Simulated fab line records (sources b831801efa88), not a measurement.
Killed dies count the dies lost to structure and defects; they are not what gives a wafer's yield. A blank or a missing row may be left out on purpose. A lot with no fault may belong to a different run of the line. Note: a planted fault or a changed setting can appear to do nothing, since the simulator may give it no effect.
Comparing a struck lot with a sound one | flow sky130 | 24 steps out of a route of 708
Sound: wafers L292.1, L292.4, L292.5. Wafers struck: L305.3, L305.4, L305.5. The cause is named last.
Order at every step that has rows: each side's tool, ch and its chambers, its first start. Under that, the readings that differ: sound wafers | struck wafers | difference of the means | sigmas: that difference in standard deviations of wafers without a fault.
alike: readings whose means differ by less than 2 such deviations, and words and numbers that are the same on both sides. not compared: withheld readings, readings that some wafer has no value for, bounds like >300 that may hide the same value, and numbers for which the record gives no deviation and whose values overlap.
Wherever a step has rows on one side only, a row that says differs or no value, or a row with sigmas, the two part there. Numbers that have no deviation but don't overlap get no sigmas and don't part them. A reading that every wafer of one side lacks parts them only if that side has two wafers or more.

first, 2 steps without rows for these wafers: SKY_POLY_GATE_CLEAN_19 (cleans in SC1/SC2, time 150 s); SKY_POLY_GATE_OXIDATION_20 (stabilise 600 s, purge 300 s, target thk 4 nm).
SKY_POLY_GATE_THK_MEAS_21:
  struck on film metro-02, day 23 08:04; sound on film metro-01, day 18 02:32
  alike: POLY_GATE_OXIDATION_THK
SKY_POLY_GATE_CD_MEAS_22:
  struck on cd sem-01, day 23 08:09; sound on cd sem-01, day 18 02:35
  alike: cd nm
then, 7 steps without rows for these wafers: SKY_LDD_N_DEHYDRATE_00 (time 60 s); SKY_LDD_N_HMDS_01 (prime time 60 s); SKY_LDD_N_COAT_02 (resist thk 300 nm); SKY_LDD_N_SOFTBAKE_03 (time 60 s); SKY_LDD_N_EXPOSE_04 (exposes mask NTM, target cd 840 nm); SKY_LDD_N_PEB_05; SKY_LDD_N_DEVELOP_06 (develop time 60 s).
SKY_LDD_N_OVL_MEAS_07:
  struck on overlay-02, day 24 14:18; sound on overlay-01, day 19 08:47
  alike: LDD_N_OVL
SKY_LDD_N_IMPLANT_08:
  sound on implanter-02 ch 0, day 19 08:50; struck on implanter-02 ch 0, day 24 14:22
  reading            | sound                         | struck                           | difference  | sigmas
  beam on s (s)      | 10.00 9.85 10.28              | 14.19 13.76 14.09                | +3.97       | +22
  dose ions cm2      | 7.495e+13 7.502e+13 7.506e+13 | 1.4352e+14 1.4353e+14 1.4349e+14 | +6.8503e+13 | +99 or more
  faraday current uA | 424 426 412                   | 568 585 574                      | +155        | +21
then, 7 steps without rows for these wafers: SKY_LDD_N_IMPLANT_09; SKY_LDD_N_IMPLANT_10; SKY_LDD_N_IMPLANT_11; SKY_LDD_N_IMPLANT_12; SKY_LDD_N_IMPLANT_13; SKY_LDD_N_IMPLANT_14; SKY_LDD_N_IMPLANT_15.
SKY_LDD_N_STRIP_16: strips in O2/N2.
  sound on plasma asher-04 ch 0,1, day 19 10:02; struck on plasma asher-04 ch 0,1, day 24 15:34
  reading                      | sound             | struck            | difference | sigmas
  strip time to endpoint s (s) | 4.315 4.335 4.304 | 4.513 4.495 4.512 | +0.189     | +15
  alike: drypump motor current A, oes product au
  not compared: rf hours counter h
SKY_LDD_N_TW_MEAS_17:
  struck on film metro-02, day 24 15:40; sound on film metro-03, day 19 10:08
  reading  | sound          | struck         | difference | sigmas
  LDD_N_TW | 2571 2567 2574 | 2668 2671 2683 | +103       | +6
then, 1 step without rows for these wafers: SKY_LDD_P_DEHYDRATE_00 (time 60 s).
-- here the record skips 26 days between the struck wafers' starts before and after, leaving off in module LDD_P and picking up in module PAD_OPEN (first step shown: number 708 of the route) --
SKY_PAD_OPEN_PROBE_99:
  struck on prober-01, day 50 07:52; sound on prober-02, day 47 01:37
  reading                                | sound                | struck               | difference | sigmas
  model.etest.tip n.rs ohm sq            | 449.3 448.6 445.2    | 388.6 389.4 391.8    | -57.8      |
  model.etest.nfet_01v8_lvt.vt sat v (V) | 0.5272 0.5402 0.5323 | 0.5246 0.5156 0.5178 | -0.0139    |
  alike: killed_at_M0_to_M3, killed_at_M4_up, killed at contacts, killed at front end, killed at other, killed dies, killed open, killed short
  not compared: model.etest.nfet_01v8.vt sat v

## WHERE THEY PART
Earliest at SKY_LDD_N_IMPLANT_08; latest, in this record, at SKY_LDD_N_TW_MEAS_17. Later steps at which nothing parts them and some readings are alike: SKY_PAD_OPEN_PROBE_99.

WHY: the cause the simulator had injected
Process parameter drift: implanter-02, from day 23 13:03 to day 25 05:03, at SKY_LDD_N_IMPLANT_08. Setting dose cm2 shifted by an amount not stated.
